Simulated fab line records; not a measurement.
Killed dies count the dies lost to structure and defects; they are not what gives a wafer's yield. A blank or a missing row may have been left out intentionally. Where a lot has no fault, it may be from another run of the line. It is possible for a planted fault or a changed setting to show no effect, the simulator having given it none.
The tool behind it: which one? + flow sky130 + 12 lots, 36 wafers sampled, at 5 steps of a route of 708

WHAT THE GAUGES READ, wafer by wafer
SKY_VT_ADJUST_PCH_TW_MEAS_10. Usual: VT_ADJUST_PCH_TW gives 144.1 (standard deviation 0.98).
| lot  | measured     | on            | VT_ADJUST_PCH_TW  | flag |
|------|--------------|---------------|-------------------|------|
| L581 | day 10 21:52 | film metro-02 | 145.2 145.4 145.6 |      |
| L583 | day 11 18:47 | film metro-02 | 144.9 143.5 144.4 |      |
| L584 | day 11 20:31 | film metro-04 | 145.4 144.6 145.1 |      |
| L585 | day 12 12:45 | film metro-04 | 144.5 143.9 143.7 |      |
| L588 | day 13 05:19 | film metro-04 | 145.3 144.6 144.7 |      |
| L589 | day 13 12:42 | film metro-02 | 144.8 144.7 145.0 |      |
| L594 | day 14 20:14 | film metro-02 | 155.4 154.6 154.2 | OFF  |
| L596 | day 15 16:13 | film metro-01 | 151.5 150.7 150.6 | OFF  |
| L597 | day 16 00:18 | film metro-02 | 143.8 143.6 143.8 |      |
| L601 | day 17 00:40 | film metro-01 | 144.0 143.0 143.1 |      |
| L602 | day 17 10:57 | film metro-04 | 144.7 144.0 144.3 |      |
| L603 | day 17 19:03 | film metro-01 | 143.1 143.4 142.6 |      |

SKY_VIA1_OVL_MEAS_13. Usual: VIA1_OVL gives 0 nm (standard deviation 6.2).
| lot  | measured     | on         | VIA1_OVL (nm) | flag |
|------|--------------|------------|---------------|------|
| L581 | day 34 19:01 | overlay-02 | -15 -1 1      |      |
| L583 | day 35 12:21 | overlay-02 | 2 9 6         |      |
| L584 | day 35 16:10 | overlay-01 | -7 -13 -4     |      |
| L585 | day 36 06:31 | overlay-02 | -3 4 2        |      |
| L588 | day 36 19:22 | overlay-01 | 4 0 -2        |      |
| L589 | day 37 05:44 | overlay-01 | -6 -7 -9      |      |
| L594 | day 38 08:46 | overlay-02 | -6 -4 -2      |      |
| L596 | day 39 07:19 | overlay-01 | 1 5 1         |      |
| L597 | day 39 10:17 | overlay-01 | -4 2 -2       |      |
| L601 | day 40 10:43 | overlay-02 | 7 9 5         |      |
| L602 | day 40 19:52 | overlay-01 | 3 4 6         |      |
| L603 | day 41 04:23 | overlay-02 | -5 4 -6       |      |

SKY_VIA1_THK_MEAS_23: measures by xrf. Usual: VIA1_W_THK gives 270 nm (standard deviation 4).
| lot  | measured     | on            | VIA1_W_THK (nm) | flag |
|------|--------------|---------------|-----------------|------|
| L581 | day 34 20:04 | film metro-02 | 269 268 270     |      |
| L583 | day 35 13:22 | film metro-04 | 269 267 270     |      |
| L584 | day 35 17:14 | film metro-02 | 271 272 270     |      |
| L585 | day 36 07:41 | film metro-04 | 261 266 265     |      |
| L588 | day 36 20:21 | film metro-02 | 270 270 269     |      |
| L589 | day 37 06:44 | film metro-02 | 270 270 273     |      |
| L594 | day 38 09:47 | film metro-01 | 275 275 273     |      |
| L596 | day 39 08:21 | film metro-02 | 268 273 263     |      |
| L597 | day 39 11:16 | film metro-02 | 272 273 268     |      |
| L601 | day 40 11:43 | film metro-02 | 270 268 270     |      |
| L602 | day 40 20:56 | film metro-01 | 270 266 271     |      |
| L603 | day 41 05:39 | film metro-02 | 263 265 261     |      |

WHICH TOOL RAN EACH LOT (tool, then ch and the chambers of the sampled wafers, then the start)
| lot  | SKY_VT_ADJUST_PCH_IMPLANT_08    | SKY_LI_CONTACT_CMP_24         |
|------|---------------------------------|-------------------------------|
| L581 | implanter-02 ch 0, day 10 21:37 | cmp-01 ch 0,2,3, day 30 00:34 |
| L583 | implanter-03 ch 0, day 11 18:35 | cmp-02 ch 0,1,2, day 30 18:26 |
| L584 | implanter-02 ch 0, day 11 20:16 | cmp-02 ch 0,2,3, day 30 19:20 |
| L585 | implanter-04 ch 0, day 12 12:30 | cmp-01 ch 0,3, day 31 13:46   |
| L588 | implanter-03 ch 0, day 13 05:04 | cmp-02 ch 0,1,3, day 32 04:29 |
| L589 | implanter-02 ch 0, day 13 12:28 | cmp-02 ch 0,1,3, day 32 14:52 |
| L594 | implanter-02 ch 0, day 14 20:02 | cmp-01 ch 1,2,3, day 33 20:11 |
| L596 | implanter-02 ch 0, day 15 15:58 | cmp-01 ch 0,1,3, day 34 19:19 |
| L597 | implanter-04 ch 0, day 16 00:04 | cmp-01 ch 1,2,3, day 34 22:05 |
| L601 | implanter-04 ch 0, day 17 00:26 | cmp-02 ch 1,3, day 35 23:43   |
| L602 | implanter-04 ch 0, day 17 10:43 | cmp-01 ch 0,3, day 36 10:44   |
| L603 | implanter-04 ch 0, day 17 18:51 | cmp-02 ch 2,3, day 36 18:08   |
- SKY_VT_ADJUST_PCH_IMPLANT_08
- SKY_LI_CONTACT_CMP_24: polishes, stops on PSG, t overpolish 20 s, target thk 0 nm.

WHAT THE TOOLS THEMSELVES READ (means of the sampled wafers that have a number; where no wafer has one, the mark that the record gives instead)
SKY_VT_ADJUST_PCH_IMPLANT_08. Usual: beam on s 10.00 s, standard deviation 0.19; dose ions cm2 5.001e+11, standard deviation 5.8e+08; end station pressure torr 5e-06 Torr, standard deviation 2.7e-07; faraday current uA 2.82, standard deviation 0.053.
| lot  | tool         | beam on s (s) | dose ions cm2 | end station pressure torr (Torr) | faraday current uA | flag |
|------|--------------|---------------|---------------|----------------------------------|--------------------|------|
| L581 | implanter-02 | 10.06         | 5.004e+11     | 5e-06                            | 2.81               |      |
| L583 | implanter-03 | 9.86          | 4.999e+11     | 5e-06                            | 2.86               |      |
| L584 | implanter-02 | 9.87          | 4.997e+11     | 5e-06                            | 2.86               |      |
| L585 | implanter-04 | 9.99          | 5.002e+11     | 5e-06                            | 2.82               |      |
| L588 | implanter-03 | 9.97          | 5.006e+11     | 5e-06                            | 2.83               |      |
| L589 | implanter-02 | 10.16         | 5.005e+11     | 5e-06                            | 2.78               |      |
| L594 | implanter-02 | 13.01         | 5.002e+11     | 1e-04                            | 2.19               | OFF  |
| L596 | implanter-02 | 12.87         | 5.008e+11     | 1e-04                            | 2.22               | OFF  |
| L597 | implanter-04 | 9.97          | 5.002e+11     | 5e-06                            | 2.83               |      |
| L601 | implanter-04 | 9.78          | 4.998e+11     | 5e-06                            | 2.88               |      |
| L602 | implanter-04 | 10.05         | 4.994e+11     | 5e-06                            | 2.81               |      |
| L603 | implanter-04 | 10.02         | 5.003e+11     | 5e-06                            | 2.82               |      |

SKY_LI_CONTACT_CMP_24. Usual: motor current A 11.0 A, standard deviation 1.1; overpolish run s 19.998 s, standard deviation 0.0084; slurry flow ml min 150.0, standard deviation 0.46; time to endpoint s 96 s, standard deviation 4.4.
| lot  | tool   | motor current A (A) | overpolish run s (s) | slurry flow ml min | time to endpoint s (s) | flag |
|------|--------|---------------------|----------------------|--------------------|------------------------|------|
| L581 | cmp-01 | 10.4                | 20.001               | 150.5              | 94                     |      |
| L583 | cmp-02 | 11.6                | 20.003               | 149.8              | 91                     |      |
| L584 | cmp-02 | 11.6                | 19.997               | 150.2              | 96                     |      |
| L585 | cmp-01 | 11.2                | 19.990               | 150.0              | 100                    |      |
| L588 | cmp-02 | 11.7                | 19.998               | 150.1              | 95                     |      |
| L589 | cmp-02 | 11.8                | 19.994               | 150.1              | 94                     |      |
| L594 | cmp-01 | 10.0                | 20.000               | 149.4              | 98                     |      |
| L596 | cmp-01 | 10.7                | 20.007               | 149.6              | 105                    |      |
| L597 | cmp-01 | 10.1                | 19.996               | 150.1              | 97                     |      |
| L601 | cmp-02 | 11.7                | 19.991               | 150.5              | 96                     |      |
| L602 | cmp-01 | 11.9                | 20.000               | 150.0              | 97                     |      |
| L603 | cmp-02 | 11.5                | 19.998               | 150.7              | 102                    |      |

THE ANSWER, worked out from the rows above alone
Rule: take the mean of a lot's wafers that have a number; if it is more than 3 standard deviations from the usual mean, the lot is off. A lot without any number at a reading at which 4 lots or more have one is off too. Any other lot the step has rows for is counted as sound. First the gauges in route order, then the tools' own readings, where a lot's mean is used as printed above. At the first step where some lot is off, the reading lying furthest off is the one used; lots without a number count as furthest.
Off: L594, L596, seen at SKY_VT_ADJUST_PCH_TW_MEAS_10 (VT_ADJUST_PCH_TW).
A tool fits if, at a process step before that reading, it ran every lot that is off, and no sound lot after the first of them. Not tried: the gauges at SKY_VT_ADJUST_PCH_TW_MEAS_10; whatever is off there is also off at SKY_VT_ADJUST_PCH_IMPLANT_08, on other tools, and gauge error can't account for it. One fits: implanter-02 at SKY_VT_ADJUST_PCH_IMPLANT_08. A fault onset in the window from L589 (day 13 12:28, its last sound lot) to L594 (day 14 20:02, its first lot off) fits.
The tool's own readings at SKY_VT_ADJUST_PCH_IMPLANT_08 bear it out: on the lots that are off they differ by more than 5 times the standard deviation of the sound lots' means. beam on s reads 12.94 s there against 9.97 s on the sound lots; end station pressure torr reads 1e-04 Torr there against 5e-06 Torr on the sound lots; faraday current uA reads 2.21 there against 2.83 on the sound lots.

WHAT WAS PUT IN BY THE SIMULATOR
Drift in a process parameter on implanter-02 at SKY_VT_ADJUST_PCH_IMPLANT_08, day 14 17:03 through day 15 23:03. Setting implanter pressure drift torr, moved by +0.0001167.
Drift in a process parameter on implanter-02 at SKY_VT_ADJUST_PCH_IMPLANT_08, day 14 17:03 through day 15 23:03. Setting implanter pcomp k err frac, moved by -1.
Shown lots that were struck: L594, L596. This agrees with what the rule above found.
